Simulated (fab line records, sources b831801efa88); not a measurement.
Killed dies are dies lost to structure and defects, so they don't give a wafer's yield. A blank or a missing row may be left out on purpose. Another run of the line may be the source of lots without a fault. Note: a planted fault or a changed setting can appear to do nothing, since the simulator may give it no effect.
Problem report in the 8D (eight disciplines) form, filled by code    flow gf180mcu    the parts of the form that need people (team, actions taken, sign-off) are left out

== 1. PROBLEM STATEMENT ==
Mean of dose ions cm2 at GF_VT_IMPLANT_IMPLANT_08: 7.600e+12 across 6 wafers in 2 lots; on wafers with no fault it is 8.291e+12 (standard deviation 9.4e+09). Relative to the usual mean, that is a shift of -74 standard deviations.
First seen on wafer L799.2, day 7 13:11, on implanter-02. Wafers with a number at this step in the record: 39, from 13 lots. Rule for "out", or "out of limits": more than 4 standard deviations from the usual mean. The other wafers with a number count as sound.

== 2. WHAT IT IS, AND WHAT IT ISN'T ==
question                     is                      is not
which readings at this step  dose ions cm2           -
which lots                   L799, L800              L792, L794, L796, L798, L806, L807, L808, L810, L811, L812, L813
which wafers of those lots   all that have a number  -
read on which tools          implanter-02            implanter-01, implanter-03
when                         from day 7 13:11        up to then (12 sound wafers); but 21 sound wafers of L806, L807, L808, L810, L811, L812, L813 came after

== 3. WHAT RULES OUT EACH SUSPECT ==
Counting: a tool at any process step up to the reading remains a suspect when it ran all the lots that are out and ran no sound lot after the first of those.
- implanter-02 at GF_VT_IMPLANT_IMPLANT_08: ruled out as a lasting fault. Following L799 (day 7 13:11), the first lot on it that is out, the sound lots L810, L811, L813 were run on it.
Left after counting: nothing in the record.

== 4. THE CAUSE (what the simulator had put in) ==
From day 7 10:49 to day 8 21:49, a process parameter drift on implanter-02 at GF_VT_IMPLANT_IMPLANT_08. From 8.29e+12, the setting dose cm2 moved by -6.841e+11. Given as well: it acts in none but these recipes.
Counting ruled it out, wrongly.

== 5. SEQUENCE OF EFFECTS, ordered by route ==
Each row: a reading where the mean over the struck wafers with a number is more than 3 standard deviations away from the usual. Scope: only readings with a usual standard deviation given in the record; hours: median across lots of the time from each lot's start at the first step in this table that gives one to its start at this step; sigmas: change in usual standard deviations.
hours  step                      reading             usual      on struck wafers  change      sigmas
0      GF_VT_IMPLANT_IMPLANT_08  dose ions cm2       8.291e+12  7.600e+12         -6.910e+11  -74
0      GF_VT_IMPLANT_IMPLANT_08  faraday current uA  46.6       43.0              -3.6        -3.8
0      GF_VT_IMPLANT_TW_MEAS_10  VT_IMPLANT_TW       562        542               -20         -3.1
Its process steps:
- GF_VT_IMPLANT_IMPLANT_08

== 6. HOW IT WOULD HAVE BEEN CAUGHT EARLIER ==
First out-of-limits reading in this record: day 7 13:11, which is 2 hours after fault onset at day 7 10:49.
